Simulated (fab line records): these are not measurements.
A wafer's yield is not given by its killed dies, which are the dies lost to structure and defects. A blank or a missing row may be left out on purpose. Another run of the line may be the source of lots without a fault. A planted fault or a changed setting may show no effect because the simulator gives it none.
What tool caused it? | flow gf180mcu | 24 lots, 72 wafers sampled, at 5 steps of a route of 602

WHAT THE GAUGES SHOWED, per wafer
GF_V1_RS_MEAS_24: the measuring method here is four-point-probe.
lot  | measured     | on           | V1_W_RS (ohm/sq)
L074 | day 18 08:28 | filmMetro-02 | 0.329 0.337 0.333
L075 | day 18 20:52 | filmMetro-02 | 0.332 0.334 0.333
L076 | day 19 15:14 | filmMetro-04 | 0.330 0.331 0.330
L077 | day 20 05:52 | filmMetro-01 | 0.332 0.332 0.332
L078 | day 20 06:50 | filmMetro-01 | 0.333 0.330 0.335
L079 | day 20 10:05 | filmMetro-02 | 0.325 0.326 0.327
L080 | day 21 04:38 | filmMetro-01 | 0.320 0.316 0.319
L081 | day 21 11:34 | filmMetro-02 | 0.329 0.327 0.328
L082 | day 21 21:17 | filmMetro-04 | 0.331 0.330 0.329
L083 | day 22 05:50 | filmMetro-02 | 0.325 0.322 0.323
L084 | day 22 12:59 | filmMetro-04 | 0.324 0.327 0.330
L085 | day 22 20:16 | filmMetro-01 | 0.327 0.329 0.327
L086 | day 23 05:13 | filmMetro-01 | 0.332 0.335 0.335
L087 | day 23 09:07 | filmMetro-02 | 0.327 0.334 0.329
L088 | day 23 15:16 | filmMetro-02 | 0.329 0.328 0.331
L089 | day 24 04:13 | filmMetro-02 | 0.331 0.334 0.332
L090 | day 24 09:01 | filmMetro-02 | 0.326 0.326 0.327
L091 | day 24 18:22 | filmMetro-04 | 0.332 0.331 0.333
L092 | day 25 02:28 | filmMetro-04 | 0.327 0.327 0.326
L093 | day 25 05:49 | filmMetro-02 | 0.333 0.326 0.328
L094 | day 25 17:28 | filmMetro-04 | 0.328 0.331 0.324
L095 | day 26 00:13 | filmMetro-02 | 0.332 0.326 0.327
L096 | day 26 11:56 | filmMetro-01 | 0.338 0.333 0.335
L097 | day 26 21:59 | filmMetro-01 | 0.327 0.331 0.327

GF_V2_OVL_MEAS_15.
lot  | measured     | on         | V2_OVL (nm)
L074 | day 20 11:44 | overlay-01 | 3 -1 1
L075 | day 21 01:06 | overlay-01 | -1 -5 -5
L076 | day 21 18:37 | overlay-01 | 0 3 -7
L077 | day 22 07:55 | overlay-01 | -3 -2 2
L078 | day 22 08:47 | overlay-01 | -4 -3 -3
L079 | day 22 11:44 | overlay-01 | -4 -8 0
L080 | day 23 06:19 | overlay-02 | 0 2 -2
L081 | day 23 13:22 | overlay-02 | -2 -1 -6
L082 | day 23 21:24 | overlay-02 | -3 -10 -6
L083 | day 24 05:27 | overlay-01 | -10 0 -14
L084 | day 24 13:19 | overlay-02 | -7 -10 -9
L085 | day 24 19:34 | overlay-01 | -3 -4 -11
L086 | day 25 04:28 | overlay-01 | -2 4 4
L087 | day 25 07:51 | overlay-02 | 3 4 3
L088 | day 25 14:04 | overlay-01 | -5 -5 1
L089 | day 26 02:05 | overlay-01 | 1 4 5
L090 | day 26 06:37 | overlay-02 | 3 0 2
L091 | day 26 15:25 | overlay-01 | 4 -2 -4
L092 | day 27 00:00 | overlay-01 | -9 -6 0
L093 | day 27 03:34 | overlay-01 | 4 -1 -1
L094 | day 27 14:43 | overlay-01 | -4 -5 -7
L095 | day 27 20:23 | overlay-02 | 1 -12 -8
L096 | day 28 08:55 | overlay-01 | 9 9 3
L097 | day 28 17:25 | overlay-02 | -5 0 1

EACH LOT AND THE TOOL THAT RAN IT (in order: tool; ch and the chambers of the sampled wafers; start)
lot  | GF_CONTACT_SPUTTER_22       | GF_V1_CVD_02                    | GF_M2_SPUTTER_02
L074 | pvdSputter-04, day 16 05:29 | pecvd-03 ch 0,1,2, day 17 06:55 | pvdSputter-03, day 18 09:02
L075 | pvdSputter-02, day 16 17:56 | pecvd-02 ch 1,2, day 17 18:59   | pvdSputter-01, day 18 21:29
L076 | pvdSputter-02, day 17 11:06 | pecvd-03 ch 0,2, day 18 12:53   | pvdSputter-02, day 19 15:50
L077 | pvdSputter-04, day 18 01:21 | pecvd-02 ch 1,2, day 19 03:33   | pvdSputter-03, day 20 06:28
L078 | pvdSputter-02, day 18 02:28 | pecvd-03 ch 0,2, day 19 04:39   | pvdSputter-03, day 20 07:25
L079 | pvdSputter-03, day 18 05:33 | pecvd-03 ch 0,1,2, day 19 07:52 | pvdSputter-03, day 20 10:38
L080 | pvdSputter-04, day 18 23:56 | pecvd-03 ch 0,1, day 20 02:38   | pvdSputter-02, day 21 05:14
L081 | pvdSputter-03, day 19 08:20 | pecvd-01 ch 0,2, day 20 10:22   | pvdSputter-02, day 21 12:11
L082 | pvdSputter-03, day 19 17:12 | pecvd-01 ch 0,2, day 20 19:28   | pvdSputter-02, day 21 21:53
L083 | pvdSputter-03, day 20 01:02 | pecvd-01 ch 0,1,2, day 21 04:00 | pvdSputter-02, day 22 06:28
L084 | pvdSputter-04, day 20 09:01 | pecvd-01 ch 0,1,2, day 21 11:16 | pvdSputter-01, day 22 13:36
L085 | pvdSputter-03, day 20 17:13 | pecvd-02 ch 0,1, day 21 19:08   | pvdSputter-01, day 22 20:53
L086 | pvdSputter-03, day 21 02:31 | pecvd-02 ch 0,1,2, day 22 04:38 | pvdSputter-03, day 23 05:50
L087 | pvdSputter-04, day 21 07:09 | pecvd-02 ch 0,2, day 22 08:39   | pvdSputter-01, day 23 09:44
L088 | pvdSputter-03, day 21 12:24 | pecvd-01 ch 0,1,2, day 22 13:55 | pvdSputter-03, day 23 15:50
L089 | pvdSputter-03, day 22 02:13 | pecvd-03 ch 1,2, day 23 03:37   | pvdSputter-01, day 24 04:48
L090 | pvdSputter-04, day 22 07:22 | pecvd-01 ch 0,1,2, day 23 08:47 | pvdSputter-02, day 24 09:37
L091 | pvdSputter-04, day 22 17:44 | pecvd-03 ch 0,1, day 23 17:59   | pvdSputter-02, day 24 18:59
L092 | pvdSputter-02, day 23 02:50 | pecvd-01 ch 0,1,2, day 24 02:56 | pvdSputter-02, day 25 03:04
L093 | pvdSputter-02, day 23 05:55 | pecvd-01 ch 0,1,2, day 24 06:05 | pvdSputter-02, day 25 06:25
L094 | pvdSputter-03, day 23 18:04 | pecvd-03 ch 0,1, day 24 18:35   | pvdSputter-01, day 25 18:04
L095 | pvdSputter-04, day 24 01:01 | pecvd-02 ch 1,2, day 25 01:38   | pvdSputter-03, day 26 00:47
L096 | pvdSputter-03, day 24 13:02 | pecvd-03 ch 0,2, day 25 12:41   | pvdSputter-02, day 26 12:33
L097 | pvdSputter-03, day 24 23:15 | pecvd-02 ch 0,1,2, day 25 23:28 | pvdSputter-02, day 26 22:35
- GF_CONTACT_SPUTTER_22: material Ti, target thk 15 nm, time 80.02 s.
- GF_V1_CVD_02: deposits SiO2 from TEOS, target thk 850 nm, time 94.851 s.
- GF_M2_SPUTTER_02: material AlCu, target thk 450 nm, time 23.9 s.

WHAT THE TOOLS THEMSELVES READ (means of the sampled wafers that have a number; where no wafer has one, the mark that the record gives instead)
GF_CONTACT_SPUTTER_22.
lot  | tool          | throttleValvePct (%)
L074 | pvdSputter-04 | 29.6
L075 | pvdSputter-02 | 30.2
L076 | pvdSputter-02 | 30.1
L077 | pvdSputter-04 | 28.7
L078 | pvdSputter-02 | 30.9
L079 | pvdSputter-03 | 30.1
L080 | pvdSputter-04 | 29.3
L081 | pvdSputter-03 | 31.0
L082 | pvdSputter-03 | 29.9
L083 | pvdSputter-03 | 30.7
L084 | pvdSputter-04 | 28.8
L085 | pvdSputter-03 | 30.8
L086 | pvdSputter-03 | 30.0
L087 | pvdSputter-04 | 28.4
L088 | pvdSputter-03 | 30.8
L089 | pvdSputter-03 | 30.7
L090 | pvdSputter-04 | 28.8
L091 | pvdSputter-04 | 28.8
L092 | pvdSputter-02 | 30.7
L093 | pvdSputter-02 | 30.8
L094 | pvdSputter-03 | 30.1
L095 | pvdSputter-04 | 29.4
L096 | pvdSputter-03 | 29.5
L097 | pvdSputter-03 | 30.1

GF_V1_CVD_02.
lot  | tool     | heaterPowerW (W) | susceptorTempC (C)
L074 | pecvd-03 | 591              | 400.21
L075 | pecvd-02 | 635              | 400.17
L076 | pecvd-03 | 614              | 399.82
L077 | pecvd-02 | 703              | 399.92
L078 | pecvd-03 | 629              | 399.71
L079 | pecvd-03 | 564              | 400.20
L080 | pecvd-03 | 597              | 400.33
L081 | pecvd-01 | 735              | 399.97
L082 | pecvd-01 | 731              | 400.35
L083 | pecvd-01 | 627              | 399.81
L084 | pecvd-01 | 657              | 400.15
L085 | pecvd-02 | 614              | 399.83
L086 | pecvd-02 | 637              | 399.93
L087 | pecvd-02 | 724              | 400.19
L088 | pecvd-01 | 719              | 399.76
L089 | pecvd-03 | 506              | 399.97
L090 | pecvd-01 | 698              | 399.98
L091 | pecvd-03 | 611              | 400.10
L092 | pecvd-01 | 649              | 400.03
L093 | pecvd-01 | 667              | 399.97
L094 | pecvd-03 | 565              | 400.10
L095 | pecvd-02 | 665              | 400.15
L096 | pecvd-03 | 655              | 400.09
L097 | pecvd-02 | 592              | 400.17

GF_M2_SPUTTER_02.
lot  | tool          | throttleValvePct (%)
L074 | pvdSputter-03 | 30.9
L075 | pvdSputter-01 | 30.4
L076 | pvdSputter-02 | 29.9
L077 | pvdSputter-03 | 30.2
L078 | pvdSputter-03 | 30.6
L079 | pvdSputter-03 | 30.8
L080 | pvdSputter-02 | 29.1
L081 | pvdSputter-02 | 30.2
L082 | pvdSputter-02 | 30.6
L083 | pvdSputter-02 | 31.4
L084 | pvdSputter-01 | 30.3
L085 | pvdSputter-01 | 30.2
L086 | pvdSputter-03 | 30.7
L087 | pvdSputter-01 | 30.0
L088 | pvdSputter-03 | 30.1
L089 | pvdSputter-01 | 30.7
L090 | pvdSputter-02 | 29.9
L091 | pvdSputter-02 | 30.1
L092 | pvdSputter-02 | 30.6
L093 | pvdSputter-02 | 30.4
L094 | pvdSputter-01 | 30.6
L095 | pvdSputter-03 | 30.0
L096 | pvdSputter-02 | 30.6
L097 | pvdSputter-02 | 30.7

THE ANSWER, worked out from the rows above alone
Rule: the usual values come from the lots themselves. The widest of any qualifying gaps counts: lots, ordered by their means at a reading, are off when they make up no more than a third of the lots, leave a main group of 4 or more, and stand apart from it by 3 or more times the standard deviation of that group's means. If all means in a main group match to the digits the tables above print for the reading, that group is not used. A lot without any number at a reading at which 4 lots or more have one is off too. All remaining lots with rows at the step are treated as sound. The gauges are gone through in route order, then the tools' own readings, and for those a lot's mean is taken as printed above. At the first step where some lot is off, the reading lying furthest off is the one used; lots without a number count as furthest.
Nothing can be told from this: no lot is off at any reading shown.

WHAT THE SIMULATOR HAD INSERTED
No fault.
